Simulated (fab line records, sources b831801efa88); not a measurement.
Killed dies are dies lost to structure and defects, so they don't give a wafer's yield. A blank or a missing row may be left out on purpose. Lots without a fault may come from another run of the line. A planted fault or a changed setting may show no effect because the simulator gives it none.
fab line records | flow sky130
record lots=12 wafers=36 last_day=50
route steps=708 shown METAL2@501 VIA2@510 METAL3@534 PAD_OPEN@708
lots that met no fault: from a run of the same line without faults
start_h: hours from the record's first day to the start of the lot's first wafer shown | wait_h: hours since the lot's step before | " the same as in the row above | L1.1+2: a row that stands for several wafers | - no value, or no start given | * or withheld: withheld | < > ~ a bound
route shown NAME@n: a module of which the file shows steps, and the number in the route of the first | usual: mean/standard deviation of fault-free wafers | same: alike in all rows | chamber/n: place in a boat | sites: the reading at each site | _std_site: their standard deviation | _edge_site: outer sites' mean less inner sites' | radius_mm: how far each site lies from the wafer's centre | mask NAME#n: copy n | behind: the tool/chamber that last shaped the wafer | hold: why the lot was held/for how many hours/how that ended | device: the transistor (n, p or np) that didn't switch | end of line: the same wafers' tests at the end of the route | a step without rows: its recipe alone | killed: dies lost to structure and defects at the first sort, not the wafer's yield | map: a wafer's dies, x killed, . not, _ none there
set.NAME: the setting as run; set.NAME@STEP: as run at that earlier step | model.NAME: the simulator's own value behind a step, which no gauge read
steps of the route over a sample of lots; a table a step, a row a wafer
services: from which hour (start_h, from the record's first day; less than 0 if before it) a tool's chamber was out of use, for how many hours, and why
## steps
# step SKY_METAL2_ETCH_18
# recipe chemistry=N2/H2 target=BARC ion_energy_ev=200 bias_w=100 pressure_mtorr=30 n2_flow_sccm=100 h2_flow_sccm=200 icp_w=500 stop_on=SiO2 time_s=45.9 target_depth_a=600
# usual drypump_motor_current_A=5.8/0.31 he_backside_leak_sccm=3.29/0.13 oes_product_au=0.854/0.0049 throttle_valve_pct=13.223/0.0096
# columns lot.wafer tool chamber start_h wait_h drypump_motor_current_A he_backside_leak_sccm oes_product_au rf_hours_counter_h throttle_valve_pct
L579.4 rie_metal-03 0 836.71 0.0 5.4 3.49 0.859 - 13.219
L579.5 " 0 " " 5.4 3.37 0.843 - 13.227
L579.6 " 1 " " 5.8 3.35 0.850 - 13.230
L580.1 rie_metal-04 1 850.09 0.0 5.8 3.37 0.859 13 13.234
L580.4 " 0 " " 6.3 3.27 0.861 - 13.205
L580.5 " 0 " " 6.3 3.19 0.854 - 13.223
L581.3 rie_metal-01 0 854.42 0.0 6.0 3.42 0.851 - 13.218
L581.5 " 0 " " 5.9 3.27 0.862 - 13.215
L581.6 " 1 " " 5.5 3.37 0.848 - 13.223
L582.1 rie_metal-03 0 862.63 0.1 5.4 3.23 0.863 10 13.228
L582.3 " 0 " " 5.4 3.34 0.854 - 13.219
L582.4 " 0 " " 5.4 3.24 0.851 - 13.229
L584.3 rie_metal-01 0 881.97 0.0 5.9 3.22 0.861 - 13.236
L584.5 " 0 " " 5.9 3.42 0.845 - 13.218
L584.6 " 1 " " 5.4 3.23 0.853 - 13.225
L587.2 rie_metal-04 0 907.19 0.0 6.3 3.18 0.863 10 13.217
L587.3 " 1 " " 5.8 3.19 0.850 - 13.226
L587.4 " 0 " " 6.3 3.23 0.859 - 13.227
L588.2 rie_metal-03 0 908.64 0.0 5.4 3.41 0.853 12 13.215
L588.3 " 1 " " 5.8 3.19 0.860 - 13.213
L588.5 " 0 " " 5.4 3.32 0.852 - 13.223
L589.1 rie_metal-04 1 916.04 0.0 5.8 3.32 0.856 16 13.226
L589.3 " 1 " " 5.8 3.25 0.846 - 13.228
L589.6 " 1 " " 5.8 3.29 0.853 - 13.237
L592.4 rie_metal-01 1 938.68 0.0 5.4 3.40 0.858 - 13.207
L592.5 " 1 " " 5.4 3.38 0.867 - 13.230
L592.6 " 0 " " 5.9 3.28 0.852 - 13.223
L593.1 rie_metal-01 1 945.14 0.0 5.4 3.16 0.856 8 13.240
L593.3 " 1 " " 5.4 3.16 0.845 - 13.237
L593.6 " 0 " " 5.9 3.17 0.851 - 13.231
L595.1 rie_metal-01 0 959.94 0.0 5.9 3.41 0.856 6 13.217
L595.2 " 1 " " 5.4 3.41 0.854 9 13.222
L595.6 " 0 " " 6.0 3.31 0.854 - 13.229
L600.2 rie_metal-01 0 989.40 0.0 6.0 3.47 0.857 8 13.244
L600.4 " 1 " " 5.4 3.12 0.854 - 13.212
L600.6 " 1 " " 5.4 2.96 0.849 - 13.241
# step SKY_VIA2_BOW_MEAS_03
# recipe mode=bow
# usual VIA2_BOW=87/7
# columns lot.wafer tool chamber start_h wait_h VIA2_BOW[um]
L579.4 film_metro-03 - 838.02 0.3 81
L579.5 " - " " 87
L579.6 " - " " 83
L580.1 film_metro-03 - 851.32 0.2 87
L580.4 " - " " 92
L580.5 " - " " 99
L581.3 film_metro-03 - 855.69 0.2 94
L581.5 " - " " 95
L581.6 " - " " 92
L582.1 film_metro-01 - 864.07 0.2 96
L582.3 " - " " 92
L582.4 " - " " 86
L584.3 film_metro-03 - 883.30 0.2 90
L584.5 " - " " 91
L584.6 " - " " 98
L587.2 film_metro-01 - 908.45 0.2 89
L587.3 " - " " 88
L587.4 " - " " 75
L588.2 film_metro-01 - 909.90 0.1 86
L588.3 " - " " 84
L588.5 " - " " 86
L589.1 film_metro-01 - 917.62 0.2 95
L589.3 " - " " 90
L589.6 " - " " 97
L592.4 film_metro-02 - 940.35 0.3 87
L592.5 " - " " 86
L592.6 " - " " 80
L593.1 film_metro-02 - 946.44 0.1 93
L593.3 " - " " 88
L593.6 " - " " 97
L595.1 film_metro-02 - 961.20 0.1 96
L595.2 " - " " 87
L595.6 " - " " 92
L600.2 film_metro-02 - 990.68 0.2 83
L600.4 " - " " 86
L600.6 " - " " 78
# step SKY_VIA2_CMP_24
# recipe stop_on=SiO2 t_overpolish_s=20 down_force_psi=3.5 platen_rpm=60 target_thk_nm=0 pad_velocity_m_s=0.94248
# usual motor_current_A=10.9/1.2 overpolish_run_s=20.001/0.0089 time_to_endpoint_s=101/5.2
# columns lot.wafer tool chamber start_h wait_h motor_current_A overpolish_run_s time_to_endpoint_s
L579.4 cmp-01 1 865.85 0.1 11.0 19.992 101
L579.6 " 3 " " 11.5 19.998 101
L579.5 " 0 " " 10.5 20.008 102
L580.1 cmp-02 0 879.89 0.1 10.1 20.003 101
L580.4 " 1 " " 12.2 19.999 113
L580.5 " 0 " " 10.2 20.004 102
L581.3 cmp-02 0 883.52 0.1 10.2 19.978 97
L581.6 " 2 " " 12.6 19.986 106
L581.5 " 3 " " 8.4 19.999 100
L582.4 cmp-02 2 891.09 0.0 13.2 20.014 115
L582.3 " 3 " " 8.6 19.996 106
L582.1 " 0 " " 10.6 20.000 107
L584.3 cmp-01 3 910.65 0.2 11.4 20.006 101
L584.5 " 0 " " 11.3 19.997 105
L584.6 " 1 " " 11.2 19.995 99
L587.4 cmp-01 0 934.63 0.0 10.6 19.998 94
L587.2 " 2 " " 10.7 20.005 95
L587.3 " 3 " " 11.4 20.013 97
L588.2 cmp-02 3 936.39 0.1 8.5 20.008 97
L588.3 " 0 " " 10.4 19.999 102
L588.5 " 2 " " 12.7 19.996 105
L589.1 cmp-02 1 944.19 0.3 11.9 20.004 115
L589.3 " 3 " " 9.0 20.004 101
L589.6 " 1 " " 12.2 19.994 109
L592.4 cmp-02 2 965.47 0.2 12.3 20.005 102
L592.6 " 3 " " 8.8 19.998 100
L592.5 " 0 " " 10.5 20.001 97
L593.3 cmp-01 3 971.45 0.1 11.4 20.023 97
L593.1 " 0 " " 11.3 19.995 98
L593.6 " 1 " " 10.9 20.002 93
L595.1 cmp-01 1 986.63 0.1 11.0 19.988 93
L595.2 " 3 " " 11.4 20.007 96
L595.6 " 2 " " 11.1 19.996 99
L600.4 cmp-01 3 1015.64 0.0 11.3 20.005 101
L600.2 " 2 " " 10.8 19.993 94
L600.6 " 3 " " 11.4 20.004 101
# step SKY_METAL3_SPUTTER_02
# recipe material=AlCu target_thk_nm=735 power_w=10600 time_s=39.1 chamber_pressure_pa=0.4
# usual chamber_pressure_pa=0.4000/0.00081 throttle_valve_pct=29.6/0.79
# columns lot.wafer tool chamber start_h wait_h chamber_pressure_pa throttle_valve_pct
L579.4 pvd_sputter-03 - 866.09 0.0 0.4002 30.8
L579.5 " - " " 0.3993 30.8
L579.6 " - " " 0.4001 28.5
L580.1 pvd_sputter-01 - 880.19 0.0 0.3992 29.2
L580.4 " - " " 0.3997 30.5
L580.5 " - " " 0.3987 29.3
L581.3 pvd_sputter-01 - 883.77 0.0 0.4011 30.2
L581.5 " - " " 0.3990 29.3
L581.6 " - " " 0.4009 30.3
L582.1 pvd_sputter-03 - 891.43 0.0 0.3995 28.3
L582.3 " - " " 0.3995 30.6
L582.4 " - " " 0.3996 30.7
L584.3 pvd_sputter-04 - 910.84 0.0 0.3998 29.8
L584.5 " - " " 0.4006 29.9
L584.6 " - " " 0.3992 28.8
L587.2 pvd_sputter-03 - 934.98 0.0 0.3500 30.8
L587.3 " - " " 0.3505 32.7
L587.4 " - " " 0.3490 30.6
L588.2 pvd_sputter-03 - 936.69 0.0 0.3491 30.7
L588.3 " - " " 0.3499 32.8
L588.5 " - " " 0.3504 32.8
L589.1 pvd_sputter-01 - 944.49 0.0 0.4010 29.0
L589.3 " - " " 0.3991 30.5
L589.6 " - " " 0.4004 30.5
L592.4 pvd_sputter-01 - 965.67 0.0 0.4011 29.0
L592.5 " - " " 0.3993 29.1
L592.6 " - " " 0.4005 29.3
L593.1 pvd_sputter-01 - 971.70 0.0 0.3997 30.4
L593.3 " - " " 0.4011 28.9
L593.6 " - " " 0.4000 30.5
L595.1 pvd_sputter-04 - 986.98 0.0 0.4010 30.0
L595.2 " - " " 0.3997 28.7
L595.6 " - " " 0.4000 29.7
L600.2 pvd_sputter-04 - 1015.98 0.0 0.3993 30.1
L600.4 " - " " 0.3992 29.6
L600.6 " - " " 0.4014 29.9
# step SKY_PAD_OPEN_PROBE_99
# usual defect_limited_yield=82.7/1.7 killed_at_M0_to_M3=41/6.2 killed_at_M4_up=3.0/1.7 killed_at_contacts=25/5.8 killed_at_front_end=16/4.5 killed_at_other=0.2/0.42 killed_dies=85/8.4 killed_on_rim=17/4.1 killed_open=46/5.9 killed_short=39/6.3 sort_bin_3_pad_short=0.9/0.4 sort_bin_5_function=10.2/1.3 sort_bin_6_memory=6.2/1 sort_n_pass=407/8.4 sort_yield_pct=82.7/1.7
# same gross_dies=492 killed_at_back_side=0 sort_bin_4_leakage[%]=0 sort_bin_8_speed[%]=0
# columns lot.wafer tool chamber start_h wait_h defect_limited_yield[%] killed_at_M0_to_M3 killed_at_M4_up killed_at_contacts killed_at_front_end killed_at_other killed_dies killed_on_rim killed_open killed_short sort_bin_3_pad_short[%] sort_bin_5_function[%] sort_bin_6_memory[%] sort_n_pass sort_yield_pct[%]
L579.4 prober-02 - 1090.72 0.2 80.5 43 4 30 19 0 96 21 55 41 0.6 11.2 7.7 396 80.5
L579.5 prober-02 - 1090.77 0.2 82.1 32 4 32 19 1 88 24 46 42 0.6 9.8 7.5 404 82.1
L579.6 prober-02 - 1090.82 0.2 81.7 51 2 24 13 0 90 18 53 37 1.0 11.6 5.7 402 81.7
L580.1 prober-01 - 1102.48 0.1 81.7 35 7 40 7 1 90 23 54 36 1.2 12.0 5.1 402 81.7
L580.4 prober-01 - 1102.63 0.2 85.0 36 1 24 13 0 74 12 42 32 1.0 9.3 4.7 418 85.0
L580.5 prober-01 - 1102.68 0.2 81.9 37 4 35 13 0 89 15 56 33 0.6 10.8 6.7 403 81.9
L581.3 prober-02 - 1104.37 0.2 87.6 30 0 14 17 0 61 11 37 24 0.4 6.3 5.7 431 87.6
L581.5 prober-02 - 1104.47 0.2 82.1 43 7 29 9 0 88 13 56 32 1.0 10.2 6.7 404 82.1
L581.6 prober-02 - 1104.52 0.2 82.9 36 2 26 20 0 84 22 40 44 1.2 10.0 5.9 408 82.9
L582.1 prober-01 - 1111.30 0.1 82.1 39 3 37 9 0 88 13 42 46 1.0 10.2 6.7 404 82.1
L582.3 prober-01 - 1111.40 0.2 79.5 47 1 33 20 0 101 25 47 54 0.6 12.0 7.9 391 79.5
L582.4 prober-01 - 1111.45 0.2 79.9 54 2 23 20 0 99 18 48 51 1.6 9.8 8.7 393 79.9
L584.3 prober-01 - 1126.49 0.2 80.3 39 1 37 20 0 97 20 45 52 0.8 12.0 6.9 395 80.3
L584.5 prober-01 - 1126.59 0.2 80.5 49 6 22 19 0 96 27 51 44 1.0 11.4 7.1 396 80.5
L584.6 prober-01 - 1126.64 0.2 83.5 37 3 27 14 0 81 13 47 34 0.6 8.9 6.9 411 83.5
L587.2 prober-02 - 1142.82 0.1 78.7 52 0 23 30 0 105 17 54 51 0.6 12.6 8.1 387 78.7
L587.3 prober-02 - 1142.87 0.2 81.9 50 3 24 12 0 89 18 45 43 0.4 11.4 6.3 403 81.9
L587.4 prober-02 - 1142.92 0.2 83.3 41 3 19 19 0 82 13 37 44 1.6 8.5 6.5 410 83.3
L588.2 prober-01 - 1146.01 0.1 84.1 44 1 19 13 1 78 13 47 31 1.0 9.6 5.3 414 84.1
L588.3 prober-01 - 1146.06 0.2 82.1 42 6 15 25 0 88 12 47 41 0.8 12.0 5.1 404 82.1
L588.5 prober-01 - 1146.16 0.2 83.5 39 3 24 15 0 81 15 40 41 0.8 10.0 5.7 411 83.5
L589.1 prober-02 - 1152.11 0.1 82.7 43 3 26 13 0 85 18 51 34 1.2 10.4 5.7 407 82.7
L589.3 prober-02 - 1152.21 0.2 82.9 45 4 19 16 0 84 12 50 34 0.4 9.3 7.3 408 82.9
L589.6 prober-02 - 1152.36 0.2 80.7 47 7 24 16 1 95 23 55 40 1.0 10.4 7.9 397 80.7
L592.4 prober-01 - 1166.07 0.2 81.7 47 2 23 18 0 90 17 49 41 0.2 10.8 7.3 402 81.7
L592.5 prober-01 - 1166.12 0.2 83.1 48 3 19 13 0 83 12 47 36 1.0 11.2 4.7 409 83.1
L592.6 prober-01 - 1166.17 0.2 82.7 41 4 25 14 1 85 21 43 42 1.8 11.0 4.5 407 82.7
L593.1 prober-02 - 1172.06 0.1 85.0 42 1 17 14 0 74 11 38 36 0.6 8.9 5.5 418 85.0
L593.3 prober-02 - 1172.16 0.2 83.7 37 0 28 15 0 80 20 41 39 1.0 10.8 4.5 412 83.7
L593.6 prober-02 - 1172.31 0.2 83.7 40 3 27 10 0 80 14 47 33 1.2 8.9 6.1 412 83.7
L595.1 prober-02 - 1181.61 0.1 81.7 49 2 22 17 0 90 14 44 46 0.8 10.4 7.1 402 81.7
L595.2 prober-02 - 1181.66 0.1 83.5 36 3 21 21 0 81 19 40 41 0.6 9.3 6.5 411 83.5
L595.6 prober-02 - 1181.86 0.2 84.1 33 3 18 24 0 78 16 42 36 1.0 9.1 5.7 414 84.1
L600.2 prober-01 - 1202.86 0.1 84.8 45 4 15 11 0 75 17 41 34 0.4 10.2 4.7 417 84.8
L600.4 prober-01 - 1202.96 0.2 84.3 34 2 27 14 0 77 14 45 32 0.8 8.9 5.9 415 84.3
L600.6 prober-01 - 1203.06 0.2 83.7 38 6 20 16 0 80 19 39 41 1.4 9.3 5.5 412 83.7
# killed by level:class
L579.4 LI_CONTACT:geometric_particle:open=11 VIA3:geometric_particle:open=7 VIA1:geometric_particle:open=7 CONTACT:geometric_particle:short=6 VIA2:geometric_particle:open=6 CONTACT:geometric_particle:open=6 VIA1:geometric_particle:short=5 METAL2:geometric_particle:short=5
L579.5 LI_CONTACT:geometric_particle:open=10 CONTACT:geometric_particle:short=9 CONTACT:geometric_particle:open=8 VIA1:geometric_particle:open=7 VIA1:geometric_particle:short=7 FIELD_ISO:geometric_particle:short=5 POLY_GATE:geometric_particle:short=5 VIA2:geometric_particle:open=4
L579.6 VIA1:geometric_particle:open=15 CONTACT:geometric_particle:open=11 VIA2:geometric_particle:open=10 VIA3:geometric_particle:short=7 METAL1:geometric_particle:short=6 FIELD_ISO:geometric_particle:open=4 LI_CONTACT:geometric_particle:open=4 LOCAL_INTERCONNECT:geometric_particle:short=4
L580.1 CONTACT:geometric_particle:open=13 LI_CONTACT:geometric_particle:open=10 VIA1:geometric_particle:open=10 VIA2:geometric_particle:open=9 CONTACT:geometric_particle:short=7 LOCAL_INTERCONNECT:geometric_particle:short=6 FIELD_ISO:geometric_particle:short=4 METAL4:geometric_particle:short=4
L580.4 VIA1:geometric_particle:open=9 CONTACT:geometric_particle:open=8 LI_CONTACT:geometric_particle:open=6 METAL1:geometric_particle:short=6 LOCAL_INTERCONNECT:geometric_particle:short=5 VIA3:geometric_particle:open=5 METAL3:geometric_particle:short=4 POLY_GATE:geometric_particle:open=3
L580.5 CONTACT:geometric_particle:open=12 LI_CONTACT:geometric_particle:open=10 VIA3:geometric_particle:open=10 CONTACT:geometric_particle:short=7 METAL1:geometric_particle:short=6 FIELD_ISO:geometric_particle:open=5 VIA1:geometric_particle:open=5 VIA3:geometric_particle:short=4
L581.3 FIELD_ISO:geometric_particle:open=8 VIA3:geometric_particle:open=6 VIA2:geometric_particle:open=6 CONTACT:geometric_particle:open=5 VIA1:geometric_particle:short=5 FIELD_ISO:geometric_particle:short=4 LI_CONTACT:geometric_particle:open=3 LOCAL_INTERCONNECT:geometric_particle:short=3
L581.5 CONTACT:geometric_particle:open=13 VIA1:geometric_particle:open=11 VIA2:geometric_particle:open=9 CONTACT:geometric_particle:short=9 VIA3:geometric_particle:open=4 VIA1:geometric_particle:short=4 LI_CONTACT:geometric_particle:open=3 METAL2:geometric_particle:short=3
L581.6 CONTACT:geometric_particle:short=11 VIA3:geometric_particle:open=8 CONTACT:geometric_particle:open=7 FIELD_ISO:geometric_particle:open=6 FIELD_ISO:geometric_particle:short=6 METAL2:geometric_particle:short=5 VIA2:geometric_particle:open=5 VIA1:geometric_particle:short=4
L582.1 CONTACT:geometric_particle:open=15 LOCAL_INTERCONNECT:geometric_particle:short=8 VIA3:geometric_particle:open=8 LI_CONTACT:geometric_particle:short=6 VIA1:geometric_particle:open=5 METAL2:geometric_particle:short=5 POLY_GATE:geometric_particle:short=4 METAL1:geometric_particle:short=4
L582.3 CONTACT:geometric_particle:open=15 METAL1:geometric_particle:short=9 LI_CONTACT:geometric_particle:open=8 METAL2:geometric_particle:short=6 LOCAL_INTERCONNECT:geometric_particle:short=6 VIA1:geometric_particle:open=6 VIA3:geometric_particle:short=6 METAL3:geometric_particle:short=5
L582.4 CONTACT:geometric_particle:open=9 VIA3:geometric_particle:open=9 VIA1:geometric_particle:open=8 METAL1:geometric_particle:short=8 FIELD_ISO:geometric_particle:open=7 VIA1:geometric_particle:short=6 METAL2:geometric_particle:short=6 VIA3:geometric_particle:short=6
L584.3 LI_CONTACT:geometric_particle:open=15 METAL2:geometric_particle:short=11 LOCAL_INTERCONNECT:geometric_particle:short=10 VIA1:geometric_particle:open=9 FIELD_ISO:geometric_particle:short=7 CONTACT:geometric_particle:open=6 VIA1:geometric_particle:short=6 FIELD_ISO:geometric_particle:open=5
L584.5 CONTACT:geometric_particle:open=10 VIA3:geometric_particle:open=9 METAL1:geometric_particle:short=7 VIA1:geometric_particle:open=7 VIA2:geometric_particle:short=7 CONTACT:geometric_particle:short=5 POLY_GATE:geometric_particle:open=5 VIA2:geometric_particle:open=5
L584.6 CONTACT:geometric_particle:open=12 VIA2:geometric_particle:open=7 VIA1:geometric_particle:short=6 VIA1:geometric_particle:open=6 POLY_GATE:geometric_particle:open=5 LI_CONTACT:geometric_particle:open=5 LOCAL_INTERCONNECT:geometric_particle:short=5 METAL2:geometric_particle:short=5
L587.2 METAL1:geometric_particle:short=10 VIA1:geometric_particle:open=9 VIA2:geometric_particle:open=9 FIELD_ISO:geometric_particle:short=7 POLY_GATE:geometric_particle:short=7 POLY_GATE:geometric_particle:open=6 CONTACT:geometric_particle:open=6 VIA3:geometric_particle:open=6
L587.3 VIA1:geometric_particle:open=16 CONTACT:geometric_particle:open=8 POLY_GATE:geometric_particle:open=6 VIA1:geometric_particle:short=6 LOCAL_INTERCONNECT:geometric_particle:short=5 METAL2:geometric_particle:short=5 CONTACT:geometric_particle:short=4 METAL1:geometric_particle:short=4
L587.4 VIA1:geometric_particle:open=9 VIA1:geometric_particle:short=8 VIA3:geometric_particle:open=6 FIELD_ISO:geometric_particle:open=5 CONTACT:geometric_particle:short=5 CONTACT:geometric_particle:open=5 METAL2:geometric_particle:short=5 FIELD_ISO:geometric_particle:short=4
L588.2 VIA1:geometric_particle:open=13 CONTACT:geometric_particle:open=7 LI_CONTACT:geometric_particle:open=5 METAL1:geometric_particle:short=5 METAL2:geometric_particle:short=5 FIELD_ISO:geometric_particle:short=4 VIA3:geometric_particle:open=4 VIA2:geometric_particle:open=4
L588.3 VIA1:geometric_particle:open=12 FIELD_ISO:geometric_particle:open=8 FIELD_ISO:geometric_particle:short=6 METAL2:geometric_particle:short=6 LI_CONTACT:geometric_particle:open=5 CONTACT:geometric_particle:short=5 VIA3:geometric_particle:open=5 VIA1:geometric_particle:short=4
L588.5 VIA1:geometric_particle:open=11 FIELD_ISO:geometric_particle:short=7 VIA3:geometric_particle:open=7 LI_CONTACT:geometric_particle:open=6 CONTACT:geometric_particle:short=5 CONTACT:geometric_particle:open=5 METAL2:geometric_particle:short=5 LOCAL_INTERCONNECT:geometric_particle:short=4
L589.1 CONTACT:geometric_particle:open=14 VIA1:geometric_particle:open=10 LI_CONTACT:geometric_particle:open=7 VIA1:geometric_particle:short=7 VIA3:geometric_particle:open=5 FIELD_ISO:geometric_particle:short=4 METAL2:geometric_particle:short=4 VIA2:geometric_particle:open=4
L589.3 VIA1:geometric_particle:open=10 CONTACT:geometric_particle:open=8 FIELD_ISO:geometric_particle:short=5 METAL1:geometric_particle:short=5 METAL1:geometric_particle:open=5 METAL2:geometric_particle:short=5 VIA2:geometric_particle:open=5 FIELD_ISO:geometric_particle:open=4
L589.6 VIA1:geometric_particle:open=12 CONTACT:geometric_particle:open=7 METAL2:geometric_particle:short=7 FIELD_ISO:geometric_particle:short=6 LI_CONTACT:geometric_particle:open=6 VIA2:geometric_particle:open=6 VIA3:geometric_particle:open=6 VIA1:geometric_particle:short=5
L592.4 VIA1:geometric_particle:open=16 CONTACT:geometric_particle:open=10 VIA1:geometric_particle:short=9 FIELD_ISO:geometric_particle:short=6 VIA3:geometric_particle:open=5 VIA2:geometric_particle:short=5 POLY_GATE:geometric_particle:short=4 LI_CONTACT:geometric_particle:open=4
L592.5 VIA1:geometric_particle:open=12 VIA2:geometric_particle:open=11 CONTACT:geometric_particle:open=10 CONTACT:geometric_particle:short=6 METAL2:geometric_particle:short=6 VIA1:geometric_particle:short=4 VIA3:geometric_particle:open=4 POLY_GATE:geometric_particle:short=3
L592.6 VIA1:geometric_particle:open=13 CONTACT:geometric_particle:open=10 FIELD_ISO:geometric_particle:short=6 VIA2:geometric_particle:short=6 LI_CONTACT:geometric_particle:open=5 METAL1:geometric_particle:short=5 VIA1:geometric_particle:short=4 LOCAL_INTERCONNECT:geometric_particle:short=4
L593.1 VIA1:geometric_particle:open=12 METAL1:geometric_particle:short=5 VIA3:geometric_particle:open=5 LI_CONTACT:geometric_particle:open=4 CONTACT:geometric_particle:open=4 CONTACT:geometric_particle:short=4 VIA1:geometric_particle:short=4 FIELD_ISO:geometric_particle:short=3
L593.3 VIA1:geometric_particle:open=10 LI_CONTACT:geometric_particle:open=8 LI_CONTACT:geometric_particle:short=7 METAL1:geometric_particle:short=7 LOCAL_INTERCONNECT:geometric_particle:short=5 VIA2:geometric_particle:open=5 POLY_GATE:geometric_particle:open=4 CONTACT:geometric_particle:open=4
L593.6 VIA1:geometric_particle:open=11 VIA2:geometric_particle:open=9 CONTACT:geometric_particle:open=7 LI_CONTACT:geometric_particle:open=7 LI_CONTACT:geometric_particle:short=5 LOCAL_INTERCONNECT:geometric_particle:short=5 VIA3:geometric_particle:open=5 METAL2:geometric_particle:short=4
L595.1 CONTACT:geometric_particle:open=12 VIA1:geometric_particle:open=10 METAL3:geometric_particle:short=8 METAL1:geometric_particle:short=7 METAL2:geometric_particle:short=6 FIELD_ISO:geometric_particle:open=5 POLY_GATE:geometric_particle:short=5 LI_CONTACT:geometric_particle:open=4
L595.2 VIA1:geometric_particle:open=8 CONTACT:geometric_particle:open=8 METAL1:geometric_particle:short=7 FIELD_ISO:geometric_particle:short=6 POLY_GATE:geometric_particle:short=5 VIA2:geometric_particle:open=5 LI_CONTACT:geometric_particle:open=4 LOCAL_INTERCONNECT:geometric_particle:short=4
L595.6 METAL2:geometric_particle:short=8 VIA1:geometric_particle:open=7 FIELD_ISO:geometric_particle:open=6 POLY_GATE:geometric_particle:open=6 CONTACT:geometric_particle:short=6 FIELD_ISO:geometric_particle:short=5 VIA3:geometric_particle:open=5 CONTACT:geometric_particle:open=5
L600.2 VIA1:geometric_particle:open=14 VIA2:geometric_particle:open=7 VIA1:geometric_particle:short=6 POLY_GATE:geometric_particle:short=5 VIA3:geometric_particle:open=5 CONTACT:geometric_particle:open=4 VIA2:geometric_particle:short=4 LI_CONTACT:geometric_particle:short=3
L600.4 CONTACT:geometric_particle:open=11 VIA1:geometric_particle:open=8 VIA3:geometric_particle:open=7 LI_CONTACT:geometric_particle:open=6 VIA2:geometric_particle:open=5 METAL2:geometric_particle:short=5 POLY_GATE:geometric_particle:short=4 VIA1:geometric_particle:short=4
L600.6 VIA1:geometric_particle:open=10 CONTACT:geometric_particle:open=6 FIELD_ISO:geometric_particle:short=5 METAL3:geometric_particle:short=5 METAL2:geometric_particle:short=5 METAL4:geometric_particle:short=5 FIELD_ISO:geometric_particle:open=4 LI_CONTACT:geometric_particle:open=4
## services
# columns tool chamber start_h hours kind
pvd_sputter-03 - 819.83 2.2 repair
cmp-01 - 832.16 0.3 repair
cmp-01 - 847.93 1.6 repair
cmp-02 - 852.12 1.7 repair
rie_metal-03 1 854.27 - clean
rie_metal-03 1 854.27 21.8 scheduled_down
rie_metal-03 1 854.27 21.8 vent_cycle
cmp-01 - 866.99 4.4 repair
rie_metal-01 0 885.55 1.0 repair
cmp-01 - 912.00 4.0 pm
cmp-01 - 916.00 - consumable_replace:conditioner
cmp-01 - 916.00 - consumable_replace:pad
pvd_sputter-01 - 918.66 5.4 repair
pvd_sputter-01 - 922.28 7.5 repair
cmp-02 - 924.56 2.2 repair
cmp-01 - 936.42 0.9 repair
pvd_sputter-03 - 951.15 5.0 repair
pvd_sputter-03 - 959.51 15.5 repair
rie_metal-03 - 965.93 0.4 repair
rie_metal-03 - 988.33 2.8 pm
rie_metal-04 1 992.68 13.4 repair
cmp-01 - 997.92 0.6 repair
rie_metal-04 1 1009.98 - clean
cmp-02 - 1013.08 3.8 pm
## key
first_sign step=SKY_METAL3_SPUTTER_02 reading=chamber_pressure_pa direction=down sigmas=62 usual=0.4000 struck=0.3498
effect step=SKY_METAL3_SPUTTER_02 reading=throttle_valve_pct direction=up sigmas=2.6 usual=29.6 struck=31.7
met_at SKY_METAL3_SPUTTER_02
struck_lots L587,L588
not_acting_at SKY_METAL2_ETCH_18,SKY_VIA2_BOW_MEAS_03,SKY_VIA2_CMP_24
onset_between 891.43 934.98
fault kind=process_parameter_drift tool=pvd_sputter-03 chamber=- onset_h=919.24 steps=SKY_METAL3_SPUTTER_02 channel=chamber_pressure_pa offset=-0.049766 shape=step end_h=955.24 acts_in=these_recipes_only stated=0.4
